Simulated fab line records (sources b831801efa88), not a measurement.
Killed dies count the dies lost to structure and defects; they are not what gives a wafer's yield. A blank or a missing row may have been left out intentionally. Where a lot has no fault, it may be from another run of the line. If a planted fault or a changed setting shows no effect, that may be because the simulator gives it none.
fab line records    flow sfqLine
record: lots: 14  wafers: 42  lastDay: 87
route steps=325 shown L0@3 M0@29 M2@101 M3@128
lots that met no fault: taken from a fault-free run of the same line
startH: start of the lot's first displayed wafer, in hours after the record's first day    waitH: how many hours have passed since the lot's step before this one    " same as the row above    L1.1+2: a single row standing in for several wafers    - no value present, or no start provided    * or withheld: withheld    < > ~ a bound
route shown NAME@n: a module of which the file shows steps, and the number in the route of the first    usual: the fault-free wafers' mean and standard deviation    same: alike in all rows    chamber/n: place in a boat    sites: the reading at each site    _std_site: standard deviation across them    _edge_site: outer sites' mean less inner sites'    radiusMm: how far each site lies from the wafer's centre    mask NAME#n: copy n    behind: the tool/chamber that last shaped the wafer    hold: why the lot was held/for how many hours/how that ended    device: transistor that didn't switch, given as n, p or np    end of line: the route-end tests of the same wafers    a step with no rows: only its recipe    killed: the dies lost at the first sort to structure and to defects; this is not the yield of the wafer    map: per-die view of a wafer (x killed, . not killed, _ where there is no die)
set.NAME: the setting that was run; set.NAME@STEP: the one run at that earlier step    model.NAME: the simulator's own value behind a step, which no gauge read
one table for each step of the route and one row for each wafer, over a sample of lots
services: a tool's chamber out of use, with start hour (startH, from the record's first day; less than 0 if before it), hours out, and reason
== steps ==
step: SFQ_TRILAYER_L0_DEP_SPUTTER_003
recipe: material: MoNx_KI  basePressurePa: 1.33e-06  targetThkNm: 40  powerW: 800  timeS: 100  chamberPressurePa: 0.4
usual: basePressurePa: 1.33e-06/1.1e-07  throttleValvePct: 29.8/1.3
lot.wafer  tool           chamber  startH  waitH  basePressurePa  throttleValvePct
L410.1     pvdSputter-03  -        12.49   0.0    1.34e-06        28.5
L410.5     "              -        "       "      1.24e-06        29.1
L410.6     "              -        "       "      1.31e-06        29.7
L411.1     pvdSputter-04  -        17.49   0.0    1.44e-06        32.6
L411.3     "              -        "       "      1.46e-06        29.5
L411.4     "              -        "       "      1.36e-06        31.4
L412.2     pvdSputter-06  -        22.49   0.0    1.23e-06        29.6
L412.4     "              -        "       "      1.32e-06        30.2
L412.6     "              -        "       "      1.38e-06        30.1
L414.1     pvdSputter-04  -        32.49   0.0    1.42e-06        31.2
L414.5     "              -        "       "      1.14e-06        32.4
L414.6     "              -        "       "      1.35e-06        29.1
L415.1     pvdSputter-04  -        37.49   0.0    1.23e-06        31.3
L415.2     "              -        "       "      1.35e-06        32.4
L415.4     "              -        "       "      1.41e-06        29.6
L416.2     pvdSputter-03  -        42.49   0.0    1.38e-06        28.3
L416.4     "              -        "       "      1.42e-06        29.5
L416.6     "              -        "       "      1.52e-06        29.7
L418.3     pvdSputter-06  -        52.49   0.0    1.29e-06        30.2
L418.4     "              -        "       "      1.48e-06        30.0
L418.5     "              -        "       "      1.1e-06         30.0
L419.3     pvdSputter-03  -        57.49   0.0    1.35e-06        29.1
L419.5     "              -        "       "      1.23e-06        28.2
L419.6     "              -        "       "      1.42e-06        29.4
L422.1     pvdSputter-06  -        72.49   0.0    1.47e-06        30.1
L422.4     "              -        "       "      1.39e-06        29.8
L422.6     "              -        "       "      1.49e-06        30.1
L428.2     pvdSputter-03  -        102.49  0.0    1.2e-06         28.5
L428.3     "              -        "       "      1.27e-06        29.2
L428.6     "              -        "       "      1.26e-06        28.7
L429.1     pvdSputter-03  -        107.49  0.0    1.47e-06        29.9
L429.4     "              -        "       "      1.29e-06        29.2
L429.5     "              -        "       "      1.21e-06        30.0
L430.2     pvdSputter-03  -        112.49  0.0    1.52e-06        30.0
L430.3     "              -        "       "      1.41e-06        28.6
L430.4     "              -        "       "      1.21e-06        29.1
L431.1     pvdSputter-06  -        117.49  0.0    1.28e-06        30.0
L431.3     "              -        "       "      1.35e-06        27.2
L431.5     "              -        "       "      1.42e-06        30.1
L432.1     pvdSputter-04  -        122.49  0.0    1.46e-06        31.1
L432.3     "              -        "       "      1.2e-06         29.3
L432.6     "              -        "       "      1.26e-06        29.6
step: SFQ_L0_RS_MEAS_901
recipe: thkMeasGauge: four-point-probe  reads: MoNx_KI_of_TRILAYER_L0_DEP_SPUTTER_003
usual: L0_MONX_KI_RS: 43.5/0.61
lot.wafer  tool          chamber  startH  waitH  hold                     L0_MONX_KI_RS[ohm/sq]
L410.1     filmMetro-01  -        12.56   0.0    -                        43.1
L410.5     "             -        "       "      -                        42.9
L410.6     "             -        "       "      -                        43.5
L411.1     filmMetro-01  -        17.56   0.0    -                        43.5
L411.3     "             -        "       "      -                        43.1
L411.4     "             -        "       "      -                        43.9
L412.2     filmMetro-02  -        22.58   0.1    -                        42.6
L412.4     "             -        "       "      -                        43.2
L412.6     "             -        "       "      -                        43.7
L414.1     filmMetro-03  -        32.56   0.0    -                        44.3
L414.5     "             -        "       "      -                        43.7
L414.6     "             -        "       "      -                        44.4
L415.1     filmMetro-02  -        37.56   0.0    -                        43.8
L415.2     "             -        "       "      -                        43.1
L415.4     "             -        "       "      -                        42.9
L416.2     filmMetro-02  -        42.58   0.1    -                        43.5
L416.4     "             -        "       "      -                        43.6
L416.6     "             -        "       "      -                        44.2
L418.3     filmMetro-02  -        52.60   0.1    -                        44.0
L418.4     "             -        "       "      -                        43.1
L418.5     "             -        "       "      -                        44.3
L419.3     filmMetro-01  -        57.60   0.1    -                        42.6
L419.5     "             -        "       "      -                        43.2
L419.6     "             -        "       "      -                        43.1
L422.1     filmMetro-01  -        72.56   0.0    -                        43.1
L422.4     "             -        "       "      -                        43.2
L422.6     "             -        "       "      -                        44.1
L428.2     filmMetro-01  -        102.58  0.1    -                        43.1
L428.3     "             -        "       "      -                        43.3
L428.6     "             -        "       "      -                        44.1
L429.1     filmMetro-01  -        107.56  0.0    awaitDispo/0.2h/release  47.5
L429.4     "             -        "       "      awaitDispo/0.2h/release  43.4
L429.5     "             -        "       "      awaitDispo/0.2h/release  47.0
L429.1     filmMetro-01  -        107.85  0.3    -                        47.4
L429.4     "             -        "       "      -                        43.4
L429.5     "             -        "       "      -                        47.1
L430.2     filmMetro-01  -        112.58  0.1    awaitDispo/0.2h/release  47.0
L430.3     "             -        "       "      awaitDispo/0.2h/release  44.2
L430.4     "             -        "       "      awaitDispo/0.2h/release  43.3
L430.2     filmMetro-01  -        112.87  0.3    -                        47.0
L430.3     "             -        "       "      -                        44.1
L430.4     "             -        "       "      -                        43.3
L431.1     filmMetro-02  -        117.56  0.0    -                        43.1
L431.3     "             -        "       "      -                        43.5
L431.5     "             -        "       "      -                        42.9
L432.1     filmMetro-01  -        122.56  0.0    -                        43.9
L432.3     "             -        "       "      -                        44.7
L432.6     "             -        "       "      -                        43.1
step: SFQ_L0_THK_MEAS_902
recipe: thkMeasGauge: xrf  reads: MoNx_KI_of_TRILAYER_L0_DEP_SPUTTER_003
usual: L0_MONX_KI_THK: 40.5/0.6
lot.wafer  tool          chamber  startH  waitH  hold                     L0_MONX_KI_THK[nm]
L410.1     filmMetro-01  -        12.68   0.1    -                        41.0
L410.5     "             -        "       "      -                        41.0
L410.6     "             -        "       "      -                        40.5
L411.1     filmMetro-01  -        17.68   0.1    -                        40.5
L411.3     "             -        "       "      -                        41.0
L411.4     "             -        "       "      -                        40.0
L412.2     filmMetro-02  -        22.69   0.1    -                        41.2
L412.4     "             -        "       "      -                        40.9
L412.6     "             -        "       "      -                        40.5
L414.1     filmMetro-03  -        32.68   0.1    -                        39.9
L414.5     "             -        "       "      -                        40.3
L414.6     "             -        "       "      -                        39.7
L415.1     filmMetro-02  -        37.68   0.1    -                        40.3
L415.2     "             -        "       "      -                        40.8
L415.4     "             -        "       "      -                        41.2
L416.2     filmMetro-02  -        42.69   0.1    -                        40.4
L416.4     "             -        "       "      -                        40.5
L416.6     "             -        "       "      -                        39.9
L418.3     filmMetro-02  -        52.70   0.1    -                        40.1
L418.4     "             -        "       "      -                        40.7
L418.5     "             -        "       "      -                        40.1
L419.3     filmMetro-01  -        57.70   0.1    -                        41.5
L419.5     "             -        "       "      -                        41.0
L419.6     "             -        "       "      -                        41.0
L422.1     filmMetro-01  -        72.68   0.1    -                        40.7
L422.4     "             -        "       "      -                        40.9
L422.6     "             -        "       "      -                        40.0
L428.2     filmMetro-01  -        102.69  0.1    -                        41.2
L428.3     "             -        "       "      -                        40.7
L428.6     "             -        "       "      -                        40.0
L429.1     filmMetro-01  -        110.17  2.3    awaitDispo/0.2h/release  37.2
L429.4     "             -        "       "      awaitDispo/0.2h/release  40.6
L429.5     "             -        "       "      awaitDispo/0.2h/release  37.5
L429.1     filmMetro-01  -        110.39  0.2    -                        37.3
L429.4     "             -        "       "      -                        40.4
L429.5     "             -        "       "      -                        37.3
L430.2     filmMetro-01  -        115.76  2.9    awaitDispo/0.2h/release  37.8
L430.3     "             -        "       "      awaitDispo/0.2h/release  39.8
L430.4     "             -        "       "      awaitDispo/0.2h/release  40.7
L430.2     filmMetro-01  -        115.98  0.2    -                        37.6
L430.3     "             -        "       "      -                        39.9
L430.4     "             -        "       "      -                        40.8
L431.1     filmMetro-02  -        117.68  0.1    -                        40.6
L431.3     "             -        "       "      -                        40.3
L431.5     "             -        "       "      -                        41.2
L432.1     filmMetro-01  -        122.68  0.1    -                        40.1
L432.3     "             -        "       "      -                        39.3
L432.6     "             -        "       "      -                        41.1
step: SFQ_TRILAYER_L0_ETCH_METAL_ETCH_008
recipe: target: MoNx_KI  stopOn: SiO2  maskMaterial: PR  chemistry: SF6/O2  targetDepthNm: 50  icpW: 600  biasW: 80  pressureMtorr: 10  timeS: 25
usual: chamberPressureMTorr: 10.000/0.022  drypumpMotorCurrentA: 5.7/0.35  oesProductAu: 0.873/0.009
lot.wafer  tool         chamber  startH  waitH  chamberPressureMTorr  drypumpMotorCurrentA  oesProductAu  rfHoursCounterH
L410.1     rieMetal-02  1        81.84   0.0    10.004                5.7                   0.879         95
L410.5     "            1        "       "      9.992                 5.8                   0.885         -
L410.6     "            0        "       "      10.013                5.6                   0.874         -
L411.1     rieMetal-04  0        85.44   0.0    9.996                 5.0                   0.870         83
L411.3     "            1        "       "      9.994                 5.8                   0.883         -
L411.4     "            0        "       "      9.997                 5.0                   0.873         -
L412.2     rieMetal-03  1        92.64   0.0    9.996                 5.9                   0.874         4
L412.4     "            1        "       "      9.998                 6.0                   0.879         -
L412.6     "            0        "       "      10.005                5.9                   0.878         -
L414.1     rieMetal-03  1        107.04  0.0    9.995                 6.0                   0.861         7
L414.5     "            1        "       "      9.997                 6.0                   0.868         -
L414.6     "            0        "       "      9.997                 6.0                   0.856         -
L415.1     rieMetal-02  0        113.04  0.0    10.002                5.6                   0.869         17
L415.2     "            1        "       "      10.003                5.7                   0.879         99
L415.4     "            0        "       "      9.998                 5.6                   0.885         -
L416.2     rieMetal-04  0        117.92  0.1    9.990                 5.0                   0.882         -
L416.4     "            0        "       "      10.003                5.0                   0.881         -
L416.6     "            0        "       "      10.004                5.0                   0.865         -
L418.3     rieMetal-03  0        127.46  0.0    9.980                 5.9                   0.865         -
L418.4     "            1        "       "      10.000                5.9                   0.873         -
L418.5     "            1        "       "      9.994                 5.9                   0.870         -
L419.3     rieMetal-04  1        135.86  0.0    10.008                5.8                   0.881         -
L419.5     "            0        "       "      9.989                 5.0                   0.880         -
L419.6     "            1        "       "      10.001                5.8                   0.876         -
L422.1     rieMetal-02  0        149.34  0.1    10.002                5.6                   0.870         24
L422.4     "            1        "       "      10.009                5.8                   0.883         -
L422.6     "            1        "       "      10.005                5.8                   0.870         -
L428.2     rieMetal-02  1        179.39  0.1    9.985                 5.8                   0.877         -
L428.3     "            1        "       "      9.996                 5.8                   0.872         -
L428.6     "            1        "       "      9.988                 5.7                   0.864         -
L429.1     rieMetal-04  0        182.92  0.0    10.018                5.0                   0.837         105
L429.4     "            1        "       "      9.995                 5.8                   0.871         -
L429.5     "            1        "       "      9.992                 5.8                   0.837         -
L430.2     rieMetal-03  1        191.32  0.0    10.007                5.9                   0.833         23
L430.3     "            1        "       "      9.985                 5.9                   0.859         -
L430.4     "            0        "       "      10.010                6.0                   0.884         -
L431.1     rieMetal-03  0        194.92  0.0    10.002                5.9                   0.883         143
L431.3     "            1        "       "      9.991                 6.0                   0.881         -
L431.5     "            0        "       "      9.996                 5.9                   0.881         -
L432.1     rieMetal-02  1        201.92  0.0    10.002                5.7                   0.877         118
L432.3     "            1        "       "      10.012                5.7                   0.853         -
L432.6     "            1        "       "      9.999                 5.7                   0.871         -
step: SFQ_TRILAYER_M0_DEP_SPUTTER_019
recipe: material: Nb  basePressurePa: 1.33e-06  chamberPressurePa: 0.1333  substrateTempC: 20  resputterCathodeVoltageV: 400  targetThkNm: 200  powerW: 2000  timeS: 133.3
usual: basePressurePa: 1.33e-06/1.1e-07  resputterCathodeVoltageV: 400/4.4  throttleValvePct: 30.0/1.4
lot.wafer  tool           chamber  startH  waitH  basePressurePa  resputterCathodeVoltageV  throttleValvePct
L410.1     pvdSputter-06  -        99.78   0.0    1.51e-06        401                       29.7
L410.5     "              -        "       "      1.28e-06        402                       27.4
L410.6     "              -        "       "      1.58e-06        405                       30.0
L411.1     pvdSputter-06  -        103.38  0.0    1.19e-06        404                       27.1
L411.3     "              -        "       "      1.32e-06        398                       30.5
L411.4     "              -        "       "      1.42e-06        396                       29.6
L412.2     pvdSputter-05  -        107.38  0.0    1.31e-06        400                       31.5
L412.4     "              -        "       "      1.31e-06        401                       29.5
L412.6     "              -        "       "      1.19e-06        405                       29.3
L414.1     pvdSputter-05  -        119.60  0.0    1.3e-06         404                       31.2
L414.5     "              -        "       "      1.43e-06        394                       31.7
L414.6     "              -        "       "      1.27e-06        398                       29.2
L415.1     pvdSputter-06  -        121.38  0.0    1.36e-06        399                       29.6
L415.2     "              -        "       "      1.43e-06        391                       30.3
L415.4     "              -        "       "      1.34e-06        406                       30.3
L416.2     pvdSputter-05  -        132.18  0.0    1.38e-06        401                       31.1
L416.4     "              -        "       "      1.38e-06        395                       29.3
L416.6     "              -        "       "      1.21e-06        402                       31.8
L418.3     pvdSputter-06  -        155.87  16.3   1.45e-06        396                       29.6
L418.4     "              -        "       "      1.44e-06        396                       27.1
L418.5     "              -        "       "      1.37e-06        397                       27.1
L419.3     pvdSputter-06  -        213.58  0.0    1.19e-06        399                       27.1
L419.5     "              -        "       "      1.4e-06         403                       29.7
L419.6     "              -        "       "      1.18e-06        393                       30.3
L422.1     pvdSputter-06  -        234.70  0.0    1.23e-06        395                       27.3
L422.4     "              -        "       "      1.5e-06         395                       30.0
L422.6     "              -        "       "      1.35e-06        399                       30.2
L428.2     pvdSputter-05  -        276.35  0.0    1.22e-06        402                       31.3
L428.3     "              -        "       "      1.24e-06        401                       29.5
L428.6     "              -        "       "      1.1e-06         402                       32.0
L429.1     pvdSputter-06  -        281.75  0.0    1.19e-06        395                       30.4
L429.4     "              -        "       "      1.43e-06        400                       26.9
L429.5     "              -        "       "      1.42e-06        399                       30.4
L430.2     pvdSputter-05  -        293.15  0.0    1.34e-06        397                       31.6
L430.3     "              -        "       "      1.42e-06        411                       31.5
L430.4     "              -        "       "      1.33e-06        402                       29.6
L431.1     pvdSputter-06  -        299.15  0.0    1.26e-06        395                       30.4
L431.3     "              -        "       "      1.25e-06        396                       27.2
L431.5     "              -        "       "      1.32e-06        395                       30.1
L432.1     pvdSputter-05  -        305.15  0.0    1.37e-06        404                       29.4
L432.3     "              -        "       "      1.35e-06        402                       31.7
L432.6     "              -        "       "      1.34e-06        404                       29.2
step: SFQ_TRILAYER_M2_STRIP_STRIP_061
recipe: gas: O2  powerW: 200  platenTempC: 40  overashFraction: 0.65  chemistry: O2  pressureMtorr: 50
usual: chamberPressureMTorr: 50.01/0.049  drypumpMotorCurrentA: 6.01/0.16  oesProductAu: 0.997/0.0099
lot.wafer  tool         chamber  startH  waitH  chamberPressureMTorr  drypumpMotorCurrentA  oesProductAu  rfHoursCounterH
L410.1     rieMetal-01  1        724.95  0.1    50.07                 6.29                  0.979         93
L410.5     "            0        "       "      49.98                 6.09                  1.001         -
L410.6     "            1        "       "      50.04                 6.24                  0.986         -
L411.1     rieMetal-03  0        734.55  0.1    49.96                 5.92                  0.997         45
L411.3     "            1        "       "      49.97                 5.95                  1.000         -
L411.4     "            0        "       "      50.01                 5.91                  0.991         -
L412.2     rieMetal-01  1        735.75  0.1    50.00                 6.30                  1.003         94
L412.4     "            1        "       "      49.84                 6.26                  0.989         -
L412.6     "            0        "       "      49.97                 6.13                  0.999         -
L414.1     rieMetal-03  1        762.87  0.1    49.96                 5.95                  0.994         116
L414.5     "            1        "       "      50.00                 5.96                  0.994         -
L414.6     "            0        "       "      49.96                 5.92                  0.987         -
L415.1     rieMetal-03  0        773.80  0.1    50.03                 5.95                  0.984         52
L415.2     "            1        "       "      50.06                 5.95                  0.982         118
L415.4     "            0        "       "      49.95                 5.95                  0.981         -
L416.2     rieMetal-03  1        777.40  0.1    50.03                 5.96                  0.998         119
L416.4     "            1        "       "      49.95                 5.97                  0.985         -
L416.6     "            0        "       "      50.06                 5.94                  0.981         -
L418.3     rieMetal-03  1        796.80  0.2    50.00                 5.95                  0.991         -
L418.4     "            0        "       "      50.06                 5.93                  0.989         -
L418.5     "            0        "       "      50.06                 5.91                  0.986         -
L419.3     rieMetal-03  1        800.40  0.2    50.06                 5.98                  1.001         -
L419.5     "            0        "       "      49.97                 5.95                  0.992         -
L419.6     "            1        "       "      49.98                 5.97                  0.998         -
L422.1     rieMetal-01  0        823.01  0.1    49.97                 6.05                  1.024         60
L422.4     "            1        "       "      49.99                 6.26                  0.993         -
L422.6     "            1        "       "      50.07                 6.31                  1.002         -
L428.2     rieMetal-01  1        874.17  0.1    49.97                 6.28                  0.997         115
L428.3     "            0        "       "      50.03                 6.10                  1.014         -
L428.6     "            0        "       "      50.05                 6.10                  1.005         -
L429.1     rieMetal-01  1        883.77  0.1    50.04                 6.31                  1.003         116
L429.4     "            0        "       "      50.04                 6.10                  1.011         -
L429.5     "            1        "       "      50.04                 6.33                  1.008         -
L430.2     rieMetal-03  1        907.77  0.1    49.99                 5.95                  1.004         134
L430.3     "            0        "       "      50.03                 5.91                  0.998         -
L430.4     "            1        "       "      50.08                 5.95                  1.001         -
L431.1     rieMetal-03  0        910.17  0.1    49.98                 5.89                  0.990         69
L431.3     "            0        "       "      50.01                 5.94                  1.000         -
L431.5     "            1        "       "      50.02                 5.97                  0.993         -
L432.1     rieMetal-03  1        914.97  0.1    50.02                 5.95                  1.003         135
L432.3     "            0        "       "      50.00                 5.94                  0.999         -
L432.6     "            0        "       "      50.03                 5.94                  0.998         -
step: SFQ_M3_OVL_MEAS_921
usual: M3_OVL: -1/5.4
lot.wafer  tool        chamber  startH   waitH  M3_OVL[nm]
L410.1     overlay-01  -        1006.98  0.1    0
L410.5     "           -        "        "      -3
L410.6     "           -        "        "      -6
L411.1     overlay-01  -        1017.78  0.1    1
L411.3     "           -        "        "      -2
L411.4     "           -        "        "      -4
L412.2     overlay-02  -        1020.19  0.1    1
L412.4     "           -        "        "      1
L412.6     "           -        "        "      -3
L414.1     overlay-01  -        1055.11  0.1    -1
L414.5     "           -        "        "      -2
L414.6     "           -        "        "      -4
L415.1     overlay-01  -        1071.91  0.1    -5
L415.2     "           -        "        "      -1
L415.4     "           -        "        "      -3
L416.2     overlay-01  -        1075.52  0.1    -5
L416.4     "           -        "        "      -7
L416.6     "           -        "        "      -1
L418.3     overlay-01  -        1098.32  0.1    8
L418.4     "           -        "        "      -4
L418.5     "           -        "        "      0
L419.3     overlay-02  -        1099.52  0.1    5
L419.5     "           -        "        "      2
L419.6     "           -        "        "      15
L422.1     overlay-01  -        1116.49  0.1    -11
L422.4     "           -        "        "      -5
L422.6     "           -        "        "      -7
L428.2     overlay-02  -        1167.15  0.1    10
L428.3     "           -        "        "      12
L428.6     "           -        "        "      7
L429.1     overlay-02  -        1180.34  0.1    3
L429.4     "           -        "        "      0
L429.5     "           -        "        "      4
L430.2     overlay-02  -        1192.35  0.1    -14
L430.3     "           -        "        "      -11
L430.4     "           -        "        "      -6
L431.1     overlay-01  -        1195.94  0.1    -9
L431.3     "           -        "        "      -8
L431.5     "           -        "        "      -9
L432.1     overlay-02  -        1199.54  0.1    -3
L432.3     "           -        "        "      -2
L432.6     "           -        "        "      -2
== services ==
tool           chamber  startH  hours  kind
rieMetal-03    0        -2.96   9.8    repair
pvdSputter-05  -        13.56   3.7    repair
pvdSputter-03  -        16.73   2.4    repair
pvdSputter-03  -        16.74   3.7    repair
rieMetal-03    -        48.79   0.6    repair
rieMetal-03    -        51.08   1.2    repair
pvdSputter-05  -        73.31   6.0    repair
pvdSputter-05  -        80.55   19.7   repair
pvdSputter-05  -        87.02   6.4    repair
pvdSputter-03  -        93.17   4.7    repair
pvdSputter-03  -        189.50  1.3    repair
pvdSputter-05  -        195.40  3.0    repair
pvdSputter-06  -        217.73  7.5    repair
pvdSputter-06  -        320.77  1.3    repair
pvdSputter-03  -        337.84  1.9    repair
pvdSputter-03  -        341.36  2.7    repair
pvdSputter-06  -        421.83  5.0    repair
pvdSputter-06  -        433.15  1.4    repair
pvdSputter-05  -        442.61  1.7    repair
pvdSputter-03  -        483.61  4.7    repair
pvdSputter-06  -        579.62  1.5    repair
pvdSputter-06  -        703.47  2.0    repair
pvdSputter-06  -        794.76  4.8    repair
rieMetal-03    -        850.24  2.8    pm
== key ==
firstSign: step: SFQ_L0_RS_MEAS_901  reading: visit  direction: added
effect: step: SFQ_L0_RS_MEAS_901  reading: L0_MONX_KI_RS  direction: up  sigmas: 5.9  usual: 43.5  struck: 47.2
effect: step: SFQ_L0_THK_MEAS_902  reading: visit  direction: added
effect: step: SFQ_L0_THK_MEAS_902  reading: L0_MONX_KI_THK  direction: down  sigmas: 5  usual: 40.5  struck: 37.5
effect: step: SFQ_TRILAYER_L0_ETCH_METAL_ETCH_008  reading: oesProductAu  direction: down  sigmas: 4.1  usual: 0.873  struck: 0.836
metAt SFQ_TRILAYER_L0_DEP_SPUTTER_003
struckLots L429,L430
struckWafers L429.1,L429.5,L430.2
notActingAt SFQ_TRILAYER_M0_DEP_SPUTTER_019,SFQ_TRILAYER_M2_STRIP_STRIP_061,SFQ_M3_OVL_MEAS_921
onsetBetween 42.49 107.49
fault: kind: processParameterDrift  tool: pvdSputter-03  chamber: -  onsetH: 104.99  steps: SFQ_TRILAYER_L0_DEP_SPUTTER_003  channel: targetThkNm  offset: -2.6502  shape: step  endH: 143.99  actsIn: theseRecipesOnly  stated: 40  scope: struckWafersOnly
